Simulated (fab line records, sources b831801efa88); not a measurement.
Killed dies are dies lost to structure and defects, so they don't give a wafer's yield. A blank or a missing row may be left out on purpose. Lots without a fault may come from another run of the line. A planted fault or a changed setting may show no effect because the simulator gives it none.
Which tool did it? | flow sky130 | 24 lots, 72 wafers sampled, at 1 step of a route of 708

WHAT THE GAUGES READ, wafer by wafer
SKY_VT_ADJUST_HVTP_OVL_MEAS_08. Usual: VT_ADJUST_HVTP_OVL 0.6 nm, standard deviation 1.2.
lot  | measured     | on         | VT_ADJUST_HVTP_OVL (nm) | flag
L074 | day 5 22:02  | overlay-01 | -1.1 -0.3 2.2           |
L075 | day 6 11:18  | overlay-02 | -1.5 0.6 0.4            |
L076 | day 6 17:23  | overlay-01 | 0.1 2.1 1.1             |
L077 | day 6 23:44  | overlay-01 | 0.0 3.0 0.0             |
L078 | day 7 07:09  | overlay-02 | 3.7 1.9 1.8             |
L079 | day 7 11:35  | overlay-01 | 0.4 0.7 1.5             |
L080 | day 7 19:30  | overlay-02 | -1.3 2.0 -1.5           |
L081 | day 7 19:49  | overlay-02 | 2.2 0.5 1.3             |
L082 | day 8 04:05  | overlay-01 | 0.1 -0.2 0.3            |
L083 | day 8 12:24  | overlay-02 | 1.0 0.7 1.1             |
L084 | day 9 00:57  | overlay-01 | 2.0 0.6 2.4             |
L085 | day 9 06:38  | overlay-02 | 0.7 2.1 1.0             |
L086 | day 9 12:59  | overlay-02 | -0.3 0.8 0.2            |
L087 | day 9 17:56  | overlay-01 | -1.2 0.4 1.0            |
L088 | day 9 21:14  | overlay-02 | -1.7 0.9 0.7            |
L089 | day 10 05:36 | overlay-02 | 0.5 -1.2 -0.3           |
L090 | day 10 12:02 | overlay-02 | -0.2 2.1 0.3            |
L091 | day 10 15:28 | overlay-01 | 1.6 1.0 -0.4            |
L092 | day 10 22:39 | overlay-02 | -0.4 0.3 -0.8           |
L093 | day 11 00:52 | overlay-01 | 0.2 1.3 3.0             |
L094 | day 11 06:31 | overlay-01 | -1.3 -1.1 0.5           |
L095 | day 11 12:19 | overlay-02 | -1.2 -0.5 -1.9          |
L096 | day 11 21:13 | overlay-02 | 1.3 1.0 0.9             |
L097 | day 12 02:38 | overlay-02 | 0.4 0.7 1.0             |

WHICH TOOL RAN EACH LOT (tool, then ch and the chambers of the sampled wafers, then the start)
The record holds no process step before these readings.

WHAT THE TOOLS THEMSELVES READ (means of the sampled wafers that have a number; where no wafer has one, the mark that the record gives instead)
The record holds no such reading with a usual standard deviation.

THE ANSWER, worked out from the rows above alone
Rule: a lot is off if the mean of its wafers that have a number lies more than 3 standard deviations from the usual mean. A lot without any number at a reading at which 4 lots or more have one is off too. The other lots that the step has rows for count as sound. The gauges are gone through in route order, then the tools' own readings, and for those a lot's mean is taken as printed above. The first step at which some lot is off is used, and at that step the reading that is off furthest; a lot without a number counts as furthest.
No lot is off at any reading shown: from this, nothing can be told.

WHAT THE SIMULATOR HAD PUT IN
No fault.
